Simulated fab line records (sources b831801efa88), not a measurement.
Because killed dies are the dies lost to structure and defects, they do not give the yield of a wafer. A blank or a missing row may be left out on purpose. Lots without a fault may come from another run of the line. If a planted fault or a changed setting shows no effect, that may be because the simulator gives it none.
The tool behind it: which one? || flow gf180mcu || 13 lots, 39 wafers sampled, at 2 steps of a route of 602

== WHAT THE GAUGES READ, wafer by wafer ==
GF_HV_LDD_RS_MEAS_53: the measuring method here is four-point-probe. Usual: HV_LDD_RS typically reads 418.6 ohm/sq, with standard deviation 0.85.
{"lot": "L216", "measured": "day 12 22:56", "on": "film-metro-03", "HV_LDD_RS (ohm/sq)": "419.8 418.4 420.4", "flag": ""}
{"lot": "L217", "measured": "day 13 06:58", "on": "film-metro-04", "HV_LDD_RS (ohm/sq)": "417.6 417.9 418.9", "flag": ""}
{"lot": "L218", "measured": "day 13 10:59", "on": "film-metro-03", "HV_LDD_RS (ohm/sq)": "419.0 419.8 419.7", "flag": ""}
{"lot": "L219", "measured": "day 13 21:59", "on": "film-metro-04", "HV_LDD_RS (ohm/sq)": "418.2 419.8 418.9", "flag": ""}
{"lot": "L220", "measured": "day 14 03:20", "on": "film-metro-03", "HV_LDD_RS (ohm/sq)": "417.8 418.3 419.7", "flag": ""}
{"lot": "L222", "measured": "day 14 20:14", "on": "film-metro-04", "HV_LDD_RS (ohm/sq)": "422.3 421.1 422.4", "flag": "OFF"}
{"lot": "L224", "measured": "day 15 07:11", "on": "film-metro-02", "HV_LDD_RS (ohm/sq)": "420.7 421.4 422.3", "flag": "OFF"}
{"lot": "L232", "measured": "day 18 04:52", "on": "film-metro-03", "HV_LDD_RS (ohm/sq)": "419.6 418.9 419.4", "flag": ""}
{"lot": "L233", "measured": "day 18 11:10", "on": "film-metro-04", "HV_LDD_RS (ohm/sq)": "419.0 419.2 419.5", "flag": ""}
{"lot": "L234", "measured": "day 18 19:41", "on": "film-metro-04", "HV_LDD_RS (ohm/sq)": "417.4 417.8 418.1", "flag": ""}
{"lot": "L235", "measured": "day 19 00:37", "on": "film-metro-04", "HV_LDD_RS (ohm/sq)": "419.6 419.4 417.5", "flag": ""}
{"lot": "L236", "measured": "day 19 09:48", "on": "film-metro-02", "HV_LDD_RS (ohm/sq)": "418.9 418.0 418.3", "flag": ""}
{"lot": "L237", "measured": "day 20 06:34", "on": "film-metro-02", "HV_LDD_RS (ohm/sq)": "418.5 418.3 419.0", "flag": ""}

== EACH LOT AND THE TOOL THAT RAN IT (in order: tool; ch and the chambers of the sampled wafers; start) ==
{"lot": "L216", "GF_HV_LDD_IMPLANT_35": "implanter-02 ch 0, day 12 02:22"}
{"lot": "L217", "GF_HV_LDD_IMPLANT_35": "implanter-02 ch 0, day 12 10:11"}
{"lot": "L218", "GF_HV_LDD_IMPLANT_35": "implanter-02 ch 0, day 12 14:23"}
{"lot": "L219", "GF_HV_LDD_IMPLANT_35": "implanter-02 ch 0, day 13 00:56"}
{"lot": "L220", "GF_HV_LDD_IMPLANT_35": "implanter-02 ch 0, day 13 05:32"}
{"lot": "L222", "GF_HV_LDD_IMPLANT_35": "implanter-02 ch 0, day 13 22:08"}
{"lot": "L224", "GF_HV_LDD_IMPLANT_35": "implanter-02 ch 0, day 14 08:46"}
{"lot": "L232", "GF_HV_LDD_IMPLANT_35": "implanter-04 ch 0, day 17 04:50"}
{"lot": "L233", "GF_HV_LDD_IMPLANT_35": "implanter-02 ch 0, day 17 11:09"}
{"lot": "L234", "GF_HV_LDD_IMPLANT_35": "implanter-03 ch 0, day 17 19:46"}
{"lot": "L235", "GF_HV_LDD_IMPLANT_35": "implanter-04 ch 0, day 18 00:20"}
{"lot": "L236", "GF_HV_LDD_IMPLANT_35": "implanter-04 ch 0, day 18 08:55"}
{"lot": "L237", "GF_HV_LDD_IMPLANT_35": "implanter-04 ch 0, day 19 05:17"}
- GF_HV_LDD_IMPLANT_35

== AS READ BY THE TOOLS THEMSELVES (means over the sampled wafers that have a number; for cases with no such wafer, the mark the record gives instead) ==
GF_HV_LDD_IMPLANT_35. Usual: dose-ions-cm2 7.5e+12, standard deviation 8.5e+09; faraday-current-uA 42.4, standard deviation 0.82; rotation-deg 180.00 degrees, standard deviation 0.034.
{"lot": "L216", "tool": "implanter-02", "dose-ions-cm2": 7.5e+12, "faraday-current-uA": 41.7, "rotation-deg (degrees)": 180.01, "flag": ""}
{"lot": "L217", "tool": "implanter-02", "dose-ions-cm2": 7.5e+12, "faraday-current-uA": 42.1, "rotation-deg (degrees)": 179.98, "flag": ""}
{"lot": "L218", "tool": "implanter-02", "dose-ions-cm2": 7.5e+12, "faraday-current-uA": 42.8, "rotation-deg (degrees)": 179.99, "flag": ""}
{"lot": "L219", "tool": "implanter-02", "dose-ions-cm2": 7.5e+12, "faraday-current-uA": 41.9, "rotation-deg (degrees)": 179.99, "flag": ""}
{"lot": "L220", "tool": "implanter-02", "dose-ions-cm2": 7.5e+12, "faraday-current-uA": 42.2, "rotation-deg (degrees)": 180.01, "flag": ""}
{"lot": "L222", "tool": "implanter-02", "dose-ions-cm2": 6.3e+12, "faraday-current-uA": 36.1, "rotation-deg (degrees)": 179.99, "flag": "OFF"}
{"lot": "L224", "tool": "implanter-02", "dose-ions-cm2": 6.3e+12, "faraday-current-uA": 35.7, "rotation-deg (degrees)": 180.00, "flag": "OFF"}
{"lot": "L232", "tool": "implanter-04", "dose-ions-cm2": 7.5e+12, "faraday-current-uA": 41.9, "rotation-deg (degrees)": 180.01, "flag": ""}
{"lot": "L233", "tool": "implanter-02", "dose-ions-cm2": 7.5e+12, "faraday-current-uA": 42.6, "rotation-deg (degrees)": 180.01, "flag": ""}
{"lot": "L234", "tool": "implanter-03", "dose-ions-cm2": 7.5e+12, "faraday-current-uA": 41.7, "rotation-deg (degrees)": 180.03, "flag": ""}
{"lot": "L235", "tool": "implanter-04", "dose-ions-cm2": 7.5e+12, "faraday-current-uA": 42.3, "rotation-deg (degrees)": 179.99, "flag": ""}
{"lot": "L236", "tool": "implanter-04", "dose-ions-cm2": 7.5e+12, "faraday-current-uA": 41.6, "rotation-deg (degrees)": 180.00, "flag": ""}
{"lot": "L237", "tool": "implanter-04", "dose-ions-cm2": 7.5e+12, "faraday-current-uA": 41.7, "rotation-deg (degrees)": 179.97, "flag": ""}

== THE ANSWER, worked out from the rows above alone ==
Rule: a lot is off if the mean of its wafers that have a number lies more than 3 standard deviations from the usual mean. Also off: a lot with no number at a reading for which 4 or more lots have one. All remaining lots with rows at the step are treated as sound. The gauges are gone through in route order, then the tools' own readings, and for those a lot's mean is taken as printed above. At the first step where some lot is off, the reading lying furthest off is the one used; lots without a number count as furthest.
Off: L222, L224, seen at GF_HV_LDD_RS_MEAS_53 (HV_LDD_RS).
A tool fits if, at a process step before that reading, it ran every lot that is off, and no sound lot after the first of them. Not tried: the gauges at GF_HV_LDD_RS_MEAS_53; whatever is off there is also off at GF_HV_LDD_IMPLANT_35, on other tools, and gauge error can't account for it. None of those tried fits.

== WHAT HAD BEEN PUT IN BY THE SIMULATOR ==
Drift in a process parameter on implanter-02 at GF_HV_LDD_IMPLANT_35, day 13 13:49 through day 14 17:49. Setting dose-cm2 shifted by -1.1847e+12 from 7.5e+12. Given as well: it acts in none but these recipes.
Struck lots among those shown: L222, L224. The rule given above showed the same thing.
